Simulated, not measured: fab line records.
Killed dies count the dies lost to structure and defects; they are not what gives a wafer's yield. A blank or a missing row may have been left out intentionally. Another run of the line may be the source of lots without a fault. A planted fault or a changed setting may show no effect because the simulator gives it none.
Which tool did it? -- flow gf180mcu -- Sampling: 12 lots, 36 wafers, 4 of 602 route steps

## WHAT THE GAUGES READ, wafer by wafer
GF_M4_CD_MEAS_14: target cd 280 nm. Usual: cd_nm 279.9 nm, standard deviation 0.93.
lot,measured,on,cd_nm (nm),flag
L607,day 23 03:46,cd_sem-01,279.2 279.3 278.9,
L608,day 23 11:25,cd_sem-02,280.6 277.7 280.1,
L609,day 23 20:01,cd_sem-02,279.7 280.2 279.3,
L612,day 25 00:37,cd_sem-01,280.1 280.0 278.7,
L615,day 26 04:46,cd_sem-02,281.6 282.3 280.5,
L620,day 27 23:51,cd_sem-01,280.3 280.6 280.4,
L621,day 28 03:03,cd_sem-01,279.4 278.8 280.8,
L624,day 29 10:10,cd_sem-01,279.2 279.9 280.0,
L626,day 29 11:29,cd_sem-02,280.9 281.2 280.6,
L628,day 30 00:35,cd_sem-02,280.1 280.9 279.6,
L629,day 30 05:11,cd_sem-02,280.8 280.1 280.5,
L630,day 30 12:44,cd_sem-02,280.5 281.1 280.6,

## WHICH TOOL RAN EACH LOT (tool, then ch and the chambers of the sampled wafers, then the start)
lot,GF_STI_WET_ETCH_26,GF_M1_STRIP_17,GF_M2_SPUTTER_04
L607,"wet_bench-01 ch 2, day 2 03:51","plasma_asher-04 ch 0, day 16 22:54","pvd_sputter-01, day 18 01:08"
L608,"wet_bench-04 ch 0, day 2 09:21","plasma_asher-03 ch 0,1, day 17 05:38","pvd_sputter-02, day 18 08:00"
L609,"wet_bench-03 ch 0, day 2 15:10","plasma_asher-04 ch 0,1, day 17 14:14","pvd_sputter-04, day 18 16:26"
L612,"wet_bench-03 ch 2, day 3 06:07","plasma_asher-01 ch 0,1, day 18 20:37","pvd_sputter-01, day 19 23:11"
L615,"wet_bench-03 ch 0, day 3 20:34","plasma_asher-04 ch 0,1, day 20 05:35","pvd_sputter-04, day 21 08:00"
L620,"wet_bench-04 ch 3, day 4 23:13","plasma_asher-01 ch 0,1, day 22 04:46","pvd_sputter-04, day 23 07:32"
L621,"wet_bench-04 ch 0, day 5 06:09","plasma_asher-03 ch 0,1, day 22 11:36","pvd_sputter-04, day 23 13:11"
L624,"wet_bench-04 ch 1, day 5 19:51","plasma_asher-01 ch 0,1, day 23 09:44","pvd_sputter-01, day 24 10:10"
L626,"wet_bench-04 ch 0, day 6 08:07","plasma_asher-03 ch 0,1, day 23 23:05","pvd_sputter-02, day 25 00:34"
L628,"wet_bench-04 ch 3, day 6 16:20","plasma_asher-03 ch 1, day 24 13:32","pvd_sputter-01, day 25 14:19"
L629,"wet_bench-04 ch 0, day 6 20:58","plasma_asher-03 ch 0,1, day 24 21:35","pvd_sputter-04, day 25 22:23"
L630,"wet_bench-03 ch 2, day 7 02:07","plasma_asher-01 ch 0,1, day 25 05:26","pvd_sputter-04, day 26 05:19"
- GF_STI_WET_ETCH_26: etches SiO2 in dHF, target depth 94 nm, time 188 s.
- GF_M1_STRIP_17: strips in O2/N2.
- GF_M2_SPUTTER_04: material TiN, target thk 50 nm, time 41.7 s.

## AS READ BY THE TOOLS THEMSELVES (means over the sampled wafers that have a number; for cases with no such wafer, the mark the record gives instead)
GF_STI_WET_ETCH_26. Usual: bath_heat_duty_pct 6.3 %, standard deviation 0.75; run_length_s 217 s, standard deviation 4.
lot,tool,bath_heat_duty_pct (%),run_length_s (s),flag
L607,wet_bench-01,6.0,214,
L608,wet_bench-04,5.9,215,
L609,wet_bench-03,6.4,215,
L612,wet_bench-03,6.4,46,OFF
L615,wet_bench-03,6.1,54,OFF
L620,wet_bench-04,6.7,214,
L621,wet_bench-04,5.4,223,
L624,wet_bench-04,6.4,223,
L626,wet_bench-04,5.6,216,
L628,wet_bench-04,6.4,214,
L629,wet_bench-04,5.6,215,
L630,wet_bench-03,6.2,223,

GF_M1_STRIP_17. Usual: chamber_pressure_mTorr 1500.1 mTorr, standard deviation 1.4; drypump_motor_current_A 5.5 A, standard deviation 0.39; heater_power_w 342 W, standard deviation 17; oes_product_au 0.537 a.u., standard deviation 0.0047; strip_time_to_endpoint_s 7.38 s, standard deviation 0.042.
lot,tool,chamber_pressure_mTorr (mTorr),drypump_motor_current_A (A),heater_power_w (W),oes_product_au (a.u.),strip_time_to_endpoint_s (s),flag
L607,plasma_asher-04,1499.2,5.8,355,0.538,7.40,
L608,plasma_asher-03,1499.8,5.5,337,0.536,7.33,
L609,plasma_asher-04,1499.6,5.4,350,0.542,7.42,
L612,plasma_asher-01,1501.3,5.8,349,0.541,7.34,
L615,plasma_asher-04,1499.9,5.5,348,0.537,7.33,
L620,plasma_asher-01,1500.1,5.8,348,0.534,7.40,
L621,plasma_asher-03,1500.6,5.5,328,0.540,7.45,
L624,plasma_asher-01,1500.6,5.6,347,0.538,7.41,
L626,plasma_asher-03,1499.2,5.3,344,0.538,7.42,
L628,plasma_asher-03,1499.4,5.2,348,0.536,7.36,
L629,plasma_asher-03,1500.3,5.3,344,0.536,7.41,
L630,plasma_asher-01,1502.6,5.6,350,0.536,7.40,

GF_M2_SPUTTER_04. Usual: throttle_valve_pct 29.8 %, standard deviation 1.2.
lot,tool,throttle_valve_pct (%),flag
L607,pvd_sputter-01,30.0,
L608,pvd_sputter-02,29.5,
L609,pvd_sputter-04,30.3,
L612,pvd_sputter-01,30.0,
L615,pvd_sputter-04,29.3,
L620,pvd_sputter-04,29.8,
L621,pvd_sputter-04,29.9,
L624,pvd_sputter-01,30.1,
L626,pvd_sputter-02,29.0,
L628,pvd_sputter-01,29.7,
L629,pvd_sputter-04,29.5,
L630,pvd_sputter-04,29.4,

## THE ANSWER, worked out from the rows above alone
Rule: a lot is off if the mean of its wafers that have a number lies more than 3 standard deviations from the usual mean. Also off: a lot with no number at a reading for which 4 or more lots have one. The other lots that the step has rows for count as sound. The gauges are gone through in route order, then the tools' own readings, and for those a lot's mean is taken as printed above. The first step at which some lot is off is used, and at that step the reading that is off furthest; a lot without a number counts as furthest.
Off, at GF_STI_WET_ETCH_26 on run_length_s: L612, L615.
If a tool, at that step or one of the process steps before it, ran each lot that is off and ran no sound lot following the first of them, it fits. Of those tried, none fits.

## WHAT HAD BEEN PUT IN BY THE SIMULATOR
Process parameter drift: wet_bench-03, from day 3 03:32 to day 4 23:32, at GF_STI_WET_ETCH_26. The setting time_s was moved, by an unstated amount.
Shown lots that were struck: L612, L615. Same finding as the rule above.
